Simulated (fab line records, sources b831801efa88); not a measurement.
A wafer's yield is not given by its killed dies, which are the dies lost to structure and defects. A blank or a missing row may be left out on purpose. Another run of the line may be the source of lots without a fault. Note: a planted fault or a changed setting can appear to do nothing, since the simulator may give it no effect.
Which of the tools did it? || flow sky130 || 14 lots (42 wafers sampled), 1 step of a 708-step route

WHAT THE GAUGES READ, wafer by wafer
SKY_FIELD_ISO_THK_MEAS_02.
{"lot": "L605", "measured": "day 1 13:03", "on": "film-metro-02", "FIELD_ISO_OXIDATION_00_THK (nm)": "11.74 11.84 11.80"}
{"lot": "L606", "measured": "day 1 17:19", "on": "film-metro-04", "FIELD_ISO_OXIDATION_00_THK (nm)": "11.99 12.00 12.11"}
{"lot": "L607", "measured": "day 1 21:45", "on": "film-metro-04", "FIELD_ISO_OXIDATION_00_THK (nm)": "11.90 11.68 11.74"}
{"lot": "L613", "measured": "day 3 03:39", "on": "film-metro-04", "FIELD_ISO_OXIDATION_00_THK (nm)": "11.88 12.04 11.79"}
{"lot": "L614", "measured": "day 3 10:16", "on": "film-metro-02", "FIELD_ISO_OXIDATION_00_THK (nm)": "11.74 11.82 11.72"}
{"lot": "L615", "measured": "day 3 14:40", "on": "film-metro-04", "FIELD_ISO_OXIDATION_00_THK (nm)": "11.64 11.64 11.44"}
{"lot": "L619", "measured": "day 4 09:38", "on": "film-metro-02", "FIELD_ISO_OXIDATION_00_THK (nm)": "12.02 11.88 11.98"}
{"lot": "L620", "measured": "day 4 14:38", "on": "film-metro-04", "FIELD_ISO_OXIDATION_00_THK (nm)": "11.74 11.73 11.53"}
{"lot": "L621", "measured": "day 4 20:01", "on": "film-metro-01", "FIELD_ISO_OXIDATION_00_THK (nm)": "11.86 11.90 11.68"}
{"lot": "L622", "measured": "day 5 01:34", "on": "film-metro-04", "FIELD_ISO_OXIDATION_00_THK (nm)": "11.86 11.81 12.10"}
{"lot": "L623", "measured": "day 5 07:10", "on": "film-metro-01", "FIELD_ISO_OXIDATION_00_THK (nm)": "12.20 12.22 12.04"}
{"lot": "L625", "measured": "day 5 15:38", "on": "film-metro-02", "FIELD_ISO_OXIDATION_00_THK (nm)": "12.42 12.37 12.62"}
{"lot": "L626", "measured": "day 5 21:18", "on": "film-metro-02", "FIELD_ISO_OXIDATION_00_THK (nm)": "12.22 12.22 11.89"}
{"lot": "L627", "measured": "day 6 05:28", "on": "film-metro-01", "FIELD_ISO_OXIDATION_00_THK (nm)": "12.20 12.16 11.92"}

WHICH TOOL RAN EACH LOT (tool, then ch and the chambers of the sampled wafers, then the start)
Before these readings, the record contains no process step.

WHAT THE TOOLS THEMSELVES READ (means of the sampled wafers that have a number; where no wafer has one, the mark that the record gives instead)
The record holds no such reading with a usual standard deviation.

THE ANSWER, worked out from the rows above alone
Rule: the usual values come from the lots themselves. Put in order of their means at a reading, lots are off if they are a third of the lots or fewer, leave a main group of 4 or more, and stand apart from it by a gap of 3 or more times the standard deviation of the main group's means; of several such gaps the widest counts. Not used: any main group whose means are identical at the precision the tables above print for the reading. A lot without any number at a reading at which 4 lots or more have one is off too. Where the step has rows for the other lots, those lots are counted as sound. After the gauges, taken in route order, come the tools' own readings; for these a lot's mean is taken, as printed above. At the first step where some lot is off, the reading lying furthest off is the one used; lots without a number count as furthest.
Nothing can be told from this: no lot is off at any reading shown.

WHAT HAD BEEN PUT IN BY THE SIMULATOR
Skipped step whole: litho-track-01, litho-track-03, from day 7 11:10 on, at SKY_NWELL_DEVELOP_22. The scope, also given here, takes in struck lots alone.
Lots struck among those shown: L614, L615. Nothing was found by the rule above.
